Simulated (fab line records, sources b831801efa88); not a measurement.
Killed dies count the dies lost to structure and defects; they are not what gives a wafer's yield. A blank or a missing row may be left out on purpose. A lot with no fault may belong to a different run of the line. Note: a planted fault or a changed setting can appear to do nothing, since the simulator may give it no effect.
Problem report in the 8D (eight disciplines) form, filled by code / flow sky130 / the parts of the form that need people (team, actions taken, sign-off) are left out

1. THE PROBLEM
VT_ADJUST_LVTN_01_OVL at SKY_VT_ADJUST_LVTN_OVL_MEAS_18 reads a mean of 226.3 nm on 9 wafers of 3 lots; wafers without a fault read -1.2 nm with a standard deviation of 1.3. That is +99 or more standard deviations from the usual mean.
Seen first at day 11 03:46 on overlay-01, wafer L385.2. The record has a number at this step for 35 wafers belonging to 12 lots. The rule behind "out" and "out of limits": a value lying over 4 standard deviations away from the usual mean. The other wafers with a number count as sound.

2. WHAT IT IS AND WHAT IT IS NOT
question=which readings at this step | is=VT_ADJUST_LVTN_01_OVL | is not=-
question=which lots | is=L385, L386, L387 | is not=L373, L374, L375, L376, L377, L388, L389, L391, L393
question=which wafers of those lots | is=all that have a number | is not=-
question=read on which gauges | is=overlay-01, overlay-02 | is not=-
question=when | is=from day 11 03:46 | is not=up to then (15 sound wafers); but 11 sound wafers of L388, L389, L391, L393 came after

3. SUSPECTS, AND WHAT RULES EACH OUT
Counting: any tool at a process step up to the reading is kept as a suspect provided that every lot that is out went through it and no sound lot did after the first of them.
- the gauge at SKY_VT_ADJUST_LVTN_OVL_MEAS_18 has been ruled out. 2 gauges (overlay-01, overlay-02) read the wafers that are out.
- iline stepper-02 at SKY_VT_ADJUST_LVTN_EXPOSE_15 (exposes mask HVN STD DERIVED, target cd 600 nm): kept. Every lot that is out went through it, starting with L385 (day 10 16:13), and after that it ran no sound lot; the last sound lot it ran before then is L376 (day 8 04:59).
The count leaves iline stepper-02 at SKY_VT_ADJUST_LVTN_EXPOSE_15.

4. THE CAUSE (what the simulator had put in)
Scanner matching overlay: iline stepper-02, from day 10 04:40 on, at SKY_VT_ADJUST_LVTN_EXPOSE_15. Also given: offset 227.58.
After counting, this tool was the only one left.

5. SEQUENCE OF EFFECTS, ordered by route
Rows list readings where the struck wafers' mean (over those with a number) sits beyond 3 standard deviations from the usual. Only readings for which the record gives a usual standard deviation are gone through. hours: the time from each lot's start at the first step in this table that gives one to its start at this step, as a median over the lots. sigmas: the change in usual standard deviations.
hours=0; step=SKY_VT_ADJUST_LVTN_OVL_MEAS_18; reading=VT_ADJUST_LVTN_01_OVL; usual=-1.2 nm; on struck wafers=226.3; change=+227.5; sigmas=+99 or more
Later steps that measure or inspect, where all struck wafers having a row at the step show a number for every such reading and not one has moved that far: SKY_RES_PROTECT_TW_MEAS_08, SKY_CONTACT_OVL_MEAS_15.

6. HOW IT WOULD HAVE BEEN CAUGHT EARLIER
In this record the first reading out of limits at a measuring or inspecting step was taken at day 11 03:46, 23 hours after the fault began at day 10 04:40.
No tool reading at SKY_VT_ADJUST_LVTN_EXPOSE_15 that has a usual standard deviation in the record was out on any struck wafer, so an alarm limit of 4 standard deviations on those readings would not have fired.
L387, from the lots that are out (3), started SKY_VT_ADJUST_LVTN_EXPOSE_15 on iline stepper-02 later than day 11 03:46. A hold on the tool at that time would have spared it.
